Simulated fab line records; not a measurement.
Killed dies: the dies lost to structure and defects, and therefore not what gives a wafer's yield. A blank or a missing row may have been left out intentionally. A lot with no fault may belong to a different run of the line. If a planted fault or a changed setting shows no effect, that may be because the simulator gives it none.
Which of the tools did it? -- flow sky130 -- route of 708 steps, sampled at 1 step: 12 lots, 36 wafers

WHAT THE GAUGES READ, wafer by wafer
SKY_VIA3_RS_MEAS_22: a four-point-probe measurement.
lot,measured,on,VIA3_W_RS (ohm/sq)
L224,day 40 08:53,film_metro-01,0.295 0.298 0.295
L226,day 40 13:47,film_metro-03,0.298 0.297 0.300
L229,day 41 05:48,film_metro-03,0.294 0.295 0.289
L231,day 41 17:50,film_metro-04,0.299 0.292 0.298
L232,day 42 00:41,film_metro-03,0.291 0.293 0.296
L234,day 42 18:22,film_metro-03,0.294 0.293 0.293
L235,day 43 03:17,film_metro-01,0.298 0.295 0.300
L237,day 43 09:31,film_metro-03,0.296 0.294 0.301
L238,day 43 15:26,film_metro-01,0.295 0.297 0.297
L239,day 43 21:17,film_metro-04,0.301 0.297 0.298
L244,day 45 08:22,film_metro-04,0.294 0.297 0.294
L246,day 45 16:50,film_metro-04,0.292 0.290 0.292

EACH LOT AND THE TOOL THAT RAN IT (in order: tool; ch and the chambers of the sampled wafers; start)
Before these readings, the record contains no process step.

WHAT THE TOOLS THEMSELVES READ (means of the sampled wafers that have a number; where no wafer has one, the mark that the record gives instead)
The record holds no such reading with a usual standard deviation.

THE ANSWER, worked out from the rows above alone
Rule: the lots themselves supply what counts as usual. Put in order of their means at a reading, lots are off if they are a third of the lots or fewer, leave a main group of 4 or more, and stand apart from it by a gap of 3 or more times the standard deviation of the main group's means; of several such gaps the widest counts. The tables above print the reading to a certain number of digits; a main group whose means all agree to those digits is not used. Also off: a lot with no number at a reading for which 4 or more lots have one. Any other lot the step has rows for is counted as sound. Order of review: gauges by route order, followed by the tools' own readings, for which a lot's mean as printed above is used. The first step at which some lot is off is used, and at that step the reading that is off furthest; a lot without a number counts as furthest.
None of the lots is off at any reading shown; this tells nothing.

WHAT HAD BEEN PUT IN BY THE SIMULATOR
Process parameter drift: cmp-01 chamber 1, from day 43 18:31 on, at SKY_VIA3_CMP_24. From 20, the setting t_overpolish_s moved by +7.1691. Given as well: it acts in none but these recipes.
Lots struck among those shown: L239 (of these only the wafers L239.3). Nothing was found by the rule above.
